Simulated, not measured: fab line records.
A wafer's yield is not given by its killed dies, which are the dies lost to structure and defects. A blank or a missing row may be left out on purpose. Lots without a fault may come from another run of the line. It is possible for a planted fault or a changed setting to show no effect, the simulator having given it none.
fab line records -- flow sfq_line
[record] lots = 15, wafers = 43, last_day = 77
route steps=325 shown I6@277
lots that met no fault: taken from a fault-free run of the same line
start_h: start of the lot's first displayed wafer, in hours after the record's first day -- wait_h: hours since the lot's step before -- " identical to the entry in the row above -- L1.1+2: several wafers, shown together as one row -- - value missing, or start not given -- * or withheld: withheld -- < > ~ a bound
route shown NAME@n: NAME is a module with steps in the file, n the number in the route of the first one -- usual: mean/standard deviation of fault-free wafers -- same: alike in all rows -- chamber/n: place in a boat -- sites: the reading at each site -- _std_site: standard deviation across them -- _edge_site: mean of outer sites minus mean of inner sites -- radius_mm: how far each site lies from the wafer's centre -- mask NAME#n: copy n -- behind: the tool/chamber that last shaped the wafer -- hold: why the lot went on hold/how many hours it stayed there/how the hold came to an end -- device: the transistor (n, p or np) that didn't switch -- end of line: at the end of the route, the tests of the same wafers -- for a step that has no rows: nothing shown but its recipe -- killed: dies lost to structure and defects at the first sort, not the wafer's yield -- map: dies across one wafer; x = killed, . = not, _ = none there
set.NAME: the setting as run; set.NAME@STEP: as run at that earlier step -- model.NAME: the simulator's own value behind a step, which no gauge read
the route's steps for a sample of lots (tables are steps, rows are wafers)
services: when a tool's chamber went out of use (start_h, in hours from the record's first day, below 0 if earlier), for how many hours, and the reason
[[steps]]
[step SFQ_TRILAYER_I6_VIA_BARC_OPEN_VIA_ETCH_235]
[recipe] mask_material = PR, chemistry = O2, target_depth_nm = 125, target = BARC, source_w = 500, bias_w = 80, pressure_mtorr = 30, time_s = 41.7
[usual] drypump_motor_current_A = 5.87/0.22, oes_product_au = 0.686/0.0046, run_length_s = 69.9/0.58
lot.wafer,tool,chamber,start_h,wait_h,drypump_motor_current_A,oes_product_au,rf_hours_counter_h,run_length_s
L943.2,rie_diel-03,0,1497.16,0.0,5.99,0.685,20,70.6
L943.3,rie_diel-03,3,1497.16,0.0,5.23,0.685,18,70.6
L943.5,rie_diel-03,3,1497.16,0.0,5.23,0.689,-,70.3
L944.2,rie_diel-04,0,1504.36,0.0,5.73,0.681,17,69.3
L944.4,rie_diel-04,3,1504.36,0.0,5.83,0.691,19,69.6
L944.6,rie_diel-04,2,1504.36,0.0,5.86,0.676,-,69.0
L945.1,rie_diel-03,0,1506.87,0.0,6.02,0.681,20,71.2
L945.3,rie_diel-03,2,1506.87,0.0,5.92,0.689,22,69.2
L945.6,rie_diel-03,1,1506.87,0.0,6.10,0.683,-,69.6
L946.1,rie_diel-04,0,1513.96,0.0,5.72,0.687,17,69.5
L946.2,rie_diel-04,3,1513.96,0.0,5.83,0.683,20,70.0
L946.6,rie_diel-04,3,1513.96,0.0,5.82,0.682,-,69.5
L948.1,rie_diel-02,2,1542.76,0.0,6.13,0.684,25,70.2
L948.2,rie_diel-02,3,1542.76,0.0,5.78,0.689,24,70.7
L948.3,rie_diel-02,1,1542.76,0.0,6.12,0.690,26,70.0
L949.2,rie_diel-04,3,1551.16,0.0,5.80,0.684,20,69.4
L949.3,rie_diel-04,0,1551.16,0.0,5.75,0.685,18,69.5
L949.5,rie_diel-04,3,1551.16,0.0,5.85,0.686,-,69.7
L950.1,rie_diel-03,1,1553.56,0.0,6.09,0.691,15,70.0
L950.2,rie_diel-03,0,1553.56,0.0,5.96,0.696,20,70.7
L950.6,rie_diel-03,3,1553.56,0.0,5.23,0.692,-,70.5
L956.4,rie_diel-04,3,1595.11,0.0,5.85,0.681,21,69.5
L956.5,rie_diel-04,1,1595.11,0.0,5.80,0.587,-,88.6
L957.1,rie_diel-04,3,1601.11,0.0,5.83,0.693,21,69.5
L957.5,rie_diel-04,1,1601.11,0.0,5.79,0.588,-,88.7
L958.1,rie_diel-04,3,1605.93,0.0,5.82,0.681,21,70.0
L958.4,rie_diel-04,0,1605.93,0.0,5.72,0.689,18,69.5
L958.5,rie_diel-04,3,1605.93,0.0,5.80,0.593,-,88.4
L961.1,rie_diel-02,2,1623.29,0.0,6.14,0.687,27,70.2
L961.2,rie_diel-02,0,1623.29,0.0,6.01,0.688,16,69.6
L961.3,rie_diel-02,3,1623.29,0.0,5.79,0.689,27,70.5
L962.1,rie_diel-02,3,1638.89,0.0,5.77,0.684,27,70.9
L962.2,rie_diel-02,2,1638.89,0.0,6.15,0.678,27,70.2
L962.5,rie_diel-02,2,1638.89,0.0,6.14,0.683,-,70.2
L963.2,rie_diel-03,3,1641.29,0.0,5.22,0.687,21,70.3
L963.3,rie_diel-03,0,1641.29,0.0,6.01,0.691,22,70.5
L963.5,rie_diel-03,2,1641.29,0.0,5.88,0.684,-,69.6
L964.1,rie_diel-03,2,1648.49,0.0,5.93,0.688,1,69.4
L964.4,rie_diel-03,0,1648.49,0.0,5.97,0.686,22,70.8
L964.5,rie_diel-03,2,1648.49,0.0,5.91,0.682,-,69.9
L965.4,rie_diel-02,3,1649.71,0.0,5.79,0.687,-,70.7
L965.5,rie_diel-02,1,1649.71,0.0,6.13,0.682,-,70.0
L965.6,rie_diel-02,0,1649.71,0.0,6.01,0.678,-,69.2
[[services]]
tool,chamber,start_h,hours,kind
rie_diel-04,-,1477.95,2.8,pm
rie_diel-04,0,1485.56,4.5,repair
rie_diel-02,2,1487.77,4.2,repair
rie_diel-03,-,1547.12,0.4,repair
rie_diel-02,1,1553.43,72.4,repair
rie_diel-03,2,1603.64,-,clean
rie_diel-03,2,1603.64,18.2,scheduled_down
rie_diel-03,2,1603.64,18.2,vent_cycle
rie_diel-02,1,1625.78,-,clean
rie_diel-02,1,1625.78,18.3,scheduled_down
rie_diel-02,1,1625.78,18.3,vent_cycle
rie_diel-02,-,1635.43,0.9,repair
rie_diel-02,2,1644.04,-,clean
rie_diel-02,2,1644.04,14.2,scheduled_down
rie_diel-02,2,1644.04,14.2,vent_cycle
[[key]]
[first_sign] step = SFQ_TRILAYER_I6_VIA_BARC_OPEN_VIA_ETCH_235, reading = run_length_s, direction = up, sigmas = 32, usual = *, struck = *
[effect] step = SFQ_TRILAYER_I6_VIA_BARC_OPEN_VIA_ETCH_235, reading = oes_product_au, direction = down, sigmas = 21, usual = 0.686, struck = 0.589
met_at SFQ_TRILAYER_I6_VIA_BARC_OPEN_VIA_ETCH_235
struck_lots L956,L957,L958
struck_wafers L956.5,L957.5,L958.5
onset_between 1551.16 1595.11
[fault] kind = process_parameter_drift, tool = rie_diel-04, chamber = -, onset_h = 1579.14, steps = SFQ_TRILAYER_I6_VIA_BARC_OPEN_VIA_ETCH_235, channel = time_s, offset = *, shape = step, end_h = 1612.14, scope = struck_wafers_only, acts_in = *, stated = *
